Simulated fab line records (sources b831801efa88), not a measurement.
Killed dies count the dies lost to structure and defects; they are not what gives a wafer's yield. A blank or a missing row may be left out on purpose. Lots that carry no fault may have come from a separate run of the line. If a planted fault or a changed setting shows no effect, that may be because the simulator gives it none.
fab line records + flow sfq_line
record
- lots=15
- wafers=43
- last_day=77
route steps=325 shown JJ@189
lots that met no fault: from a run of the same line without faults
start_h: the number of hours between the record's first day and the start of the first shown wafer of the lot + wait_h: time in hours since the lot's previous step + " repeats the value in the row above + L1.1+2: one row covering several wafers at once + - no value present, or no start provided + * or withheld: withheld + < > ~ a bound
route shown NAME@n: a module of which the file shows steps, and the number in the route of the first + usual: average and standard deviation across the fault-free wafers + same: alike in all rows + chamber/n: place in a boat + sites: readings site by site + _std_site: standard deviation of those values + _edge_site: outer sites' mean less inner sites' + radius_mm: how far each site lies from the wafer's centre + mask NAME#n: copy n + behind: the tool/chamber that last shaped the wafer + hold: cause of the lot's hold/its duration in hours/its outcome + device: which transistor (n, p or np) failed to switch + end of line: tests run on the same wafers once the route is complete + a step without rows: its recipe alone + killed: count of dies lost to structure and defects at first sort (not the wafer's yield) + map: dies across one wafer; x = killed, . = not, _ = none there
set.NAME: the run value of the setting; set.NAME@STEP: its run value at that earlier step + model.NAME: the simulator's own value behind a step, which no gauge read
steps of the route over a sample of lots; a table a step, a row a wafer
services: from which hour (start_h, from the record's first day; less than 0 if before it) a tool's chamber was out of use, for how many hours, and why
## steps
# step SFQ_TRILAYER_JJ_CE_LITHO_PEB_117
# recipe
- peb_temp_c=115
- peb_time_s=60
- resist=KrF
# usual
- plate_temp_C=115.04/0.15
- resist_line_temp_C=23.02/0.1
| lot.wafer | tool           | chamber | start_h | wait_h | plate_temp_C | resist_line_temp_C |
|-----------|----------------|---------|---------|--------|--------------|--------------------|
| L748.2    | litho_track-02 | 0       | 965.54  | 0.8    | 115.08       | 22.78              |
| L748.3    | "              | 0       | "       | "      | 115.05       | 23.09              |
| L748.5    | "              | 0       | "       | "      | 114.98       | 23.07              |
| L749.2    | litho_track-02 | 0       | 969.14  | 0.8    | 114.94       | 23.09              |
| L749.4    | "              | 0       | "       | "      | 114.89       | 23.09              |
| L749.6    | "              | 0       | "       | "      | 114.78       | 23.03              |
| L750.1    | litho_track-03 | 0       | 971.52  | 1.0    | 114.90       | 23.02              |
| L750.3    | "              | 0       | "       | "      | 114.98       | 23.13              |
| L750.6    | "              | 0       | "       | "      | 114.97       | 23.05              |
| L752.1    | litho_track-03 | 0       | 995.65  | -      | 115.16       | 22.95              |
| L752.3    | "              | 0       | "       | "      | 115.01       | 22.95              |
| L752.5    | "              | 0       | "       | "      | 115.11       | 23.03              |
| L753.1    | litho_track-03 | 0       | 996.52  | 1.0    | 115.13       | 22.88              |
| L753.2    | "              | 0       | "       | "      | 115.16       | 23.16              |
| L753.3    | "              | 0       | "       | "      | 115.27       | 22.91              |
| L755.1    | litho_track-02 | 0       | 1010.92 | 1.0    | 115.02       | 23.01              |
| L755.2    | "              | 0       | "       | "      | 114.98       | 22.90              |
| L755.6    | "              | 0       | "       | "      | 115.13       | 23.13              |
| L756.3    | litho_track-03 | 0       | 1013.37 | 0.7    | 115.09       | 22.94              |
| L756.4    | "              | 0       | "       | "      | 114.93       | 23.02              |
| L756.5    | "              | 0       | "       | "      | 115.05       | 23.12              |
| L757.1    | litho_track-01 | 0       | 1016.92 | 1.0    | 114.85       | 22.84              |
| L757.3    | "              | 0       | "       | "      | 114.80       | 23.22              |
| L757.6    | "              | 0       | "       | "      | 114.97       | 23.04              |
| L763.1    | litho_track-03 | 0       | 1075.74 | 1.0    | 114.96       | 22.94              |
| L763.4    | "              | 0       | "       | "      | 115.02       | 22.92              |
| L763.5    | "              | 0       | "       | "      | 115.05       | 23.10              |
| L764.2    | litho_track-03 | 0       | 1079.37 | 0.8    | 115.07       | 23.04              |
| L764.4    | "              | 0       | "       | "      | 115.05       | 23.03              |
| L766.1    | litho_track-03 | 0       | 1098.58 | 1.0    | 115.16       | 23.03              |
| L766.2    | "              | 0       | "       | "      | 114.87       | 23.06              |
| L767.1    | litho_track-02 | 0       | 1105.78 | 1.0    | 114.98       | 23.18              |
| L767.2    | "              | 0       | "       | "      | 115.09       | 23.21              |
| L767.5    | "              | 0       | "       | "      | 115.01       | 23.12              |
| L769.1    | litho_track-01 | 0       | 1118.98 | 1.0    | 115.16       | 23.24              |
| L769.4    | "              | 0       | "       | "      | 114.93       | 23.12              |
| L769.5    | "              | 0       | "       | "      | 115.15       | 23.06              |
| L770.4    | litho_track-02 | 0       | 1122.66 | 0.5    | 114.86       | 22.84              |
| L770.5    | "              | 0       | "       | "      | 114.84       | 22.99              |
| L770.6    | "              | 0       | "       | "      | 114.91       | 22.93              |
| L771.2    | litho_track-01 | 0       | 1126.21 | 0.8    | 115.27       | 22.93              |
| L771.5    | "              | 0       | "       | "      | 115.16       | 23.02              |
| L771.6    | "              | 0       | "       | "      | 115.10       | 22.85              |
# step SFQ_TRILAYER_JJ_CE_METRO_MEASURE_117
# usual
- cd_nm=700.0/1.5
| lot.wafer | tool      | chamber | start_h | wait_h | cd_nm |
|-----------|-----------|---------|---------|--------|-------|
| L748.2    | cd_sem-02 | -       | 966.05  | 0.2    | 699.7 |
| L748.3    | "         | -       | "       | "      | 701.8 |
| L748.5    | "         | -       | "       | "      | 700.6 |
| L749.2    | cd_sem-02 | -       | 969.65  | 0.2    | 699.3 |
| L749.4    | "         | -       | "       | "      | 698.8 |
| L749.6    | "         | -       | "       | "      | 699.9 |
| L750.1    | cd_sem-01 | -       | 971.85  | 0.0    | 699.2 |
| L750.3    | "         | -       | "       | "      | 699.8 |
| L750.6    | "         | -       | "       | "      | 700.0 |
| L752.1    | cd_sem-01 | -       | 995.98  | 0.0    | 701.5 |
| L752.3    | "         | -       | "       | "      | 703.4 |
| L752.5    | "         | -       | "       | "      | 702.1 |
| L753.1    | cd_sem-02 | -       | 996.85  | 0.0    | 700.9 |
| L753.2    | "         | -       | "       | "      | 700.4 |
| L753.3    | "         | -       | "       | "      | 701.5 |
| L755.1    | cd_sem-02 | -       | 1011.25 | 0.0    | 699.7 |
| L755.2    | "         | -       | "       | "      | 700.0 |
| L755.6    | "         | -       | "       | "      | 699.1 |
| L756.3    | cd_sem-01 | -       | 1014.05 | 0.4    | 698.6 |
| L756.4    | "         | -       | "       | "      | 697.9 |
| L756.5    | "         | -       | "       | "      | 697.7 |
| L757.1    | cd_sem-02 | -       | 1017.25 | 0.0    | 702.3 |
| L757.3    | "         | -       | "       | "      | 701.0 |
| L757.6    | "         | -       | "       | "      | 701.1 |
| L763.1    | cd_sem-02 | -       | 1076.08 | 0.0    | 697.9 |
| L763.4    | "         | -       | "       | "      | 698.4 |
| L763.5    | "         | -       | "       | "      | 684.4 |
| L764.2    | cd_sem-01 | -       | 1079.88 | 0.2    | 688.3 |
| L764.4    | "         | -       | "       | "      | 699.1 |
| L766.1    | cd_sem-01 | -       | 1098.92 | 0.0    | 699.7 |
| L766.2    | "         | -       | "       | "      | 686.8 |
| L767.1    | cd_sem-02 | -       | 1106.12 | 0.0    | 699.6 |
| L767.2    | "         | -       | "       | "      | 698.9 |
| L767.5    | "         | -       | "       | "      | 697.6 |
| L769.1    | cd_sem-02 | -       | 1119.32 | 0.0    | 699.3 |
| L769.4    | "         | -       | "       | "      | 699.7 |
| L769.5    | "         | -       | "       | "      | 699.3 |
| L770.4    | cd_sem-01 | -       | 1123.52 | 0.6    | 699.2 |
| L770.5    | "         | -       | "       | "      | 698.4 |
| L770.6    | "         | -       | "       | "      | 699.6 |
| L771.2    | cd_sem-02 | -       | 1126.72 | 0.2    | 698.7 |
| L771.5    | "         | -       | "       | "      | 699.1 |
| L771.6    | "         | -       | "       | "      | 701.4 |
## services
| tool      | chamber | start_h | hours | kind |
|-----------|---------|---------|-------|------|
| cd_sem-02 | -       | 958.42  | 2.3   | pm   |
| cd_sem-01 | -       | 961.01  | 9.8   | pm   |
| cd_sem-02 | -       | 970.81  | 1.0   | pm   |
| cd_sem-02 | -       | 988.65  | 0.5   | pm   |
| cd_sem-01 | -       | 1026.26 | 1.2   | pm   |
| cd_sem-01 | -       | 1050.00 | 1.1   | pm   |
| cd_sem-01 | -       | 1057.03 | 0.9   | pm   |
| cd_sem-02 | -       | 1088.41 | 0.3   | pm   |
## key
first_sign
- step=SFQ_TRILAYER_JJ_CE_METRO_MEASURE_117
- reading=cd_nm
- direction=down
- sigmas=9.3
- usual=700.0
- struck=686.5
effect none on later readings
met_at SFQ_TRILAYER_JJ_CE_LITHO_PEB_117
struck_lots L763,L764,L766
struck_wafers L763.5,L764.2,L766.2
onset_between 1013.37 1075.74
fault
- kind=process_parameter_drift
- tool=litho_track-03
- chamber=-
- onset_h=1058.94
- steps=SFQ_TRILAYER_JJ_CE_LITHO_PEB_117
- channel=peb_time_s
- offset=*
- shape=step
- end_h=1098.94
- scope=struck_wafers_only
- acts_in=*
- stated=*
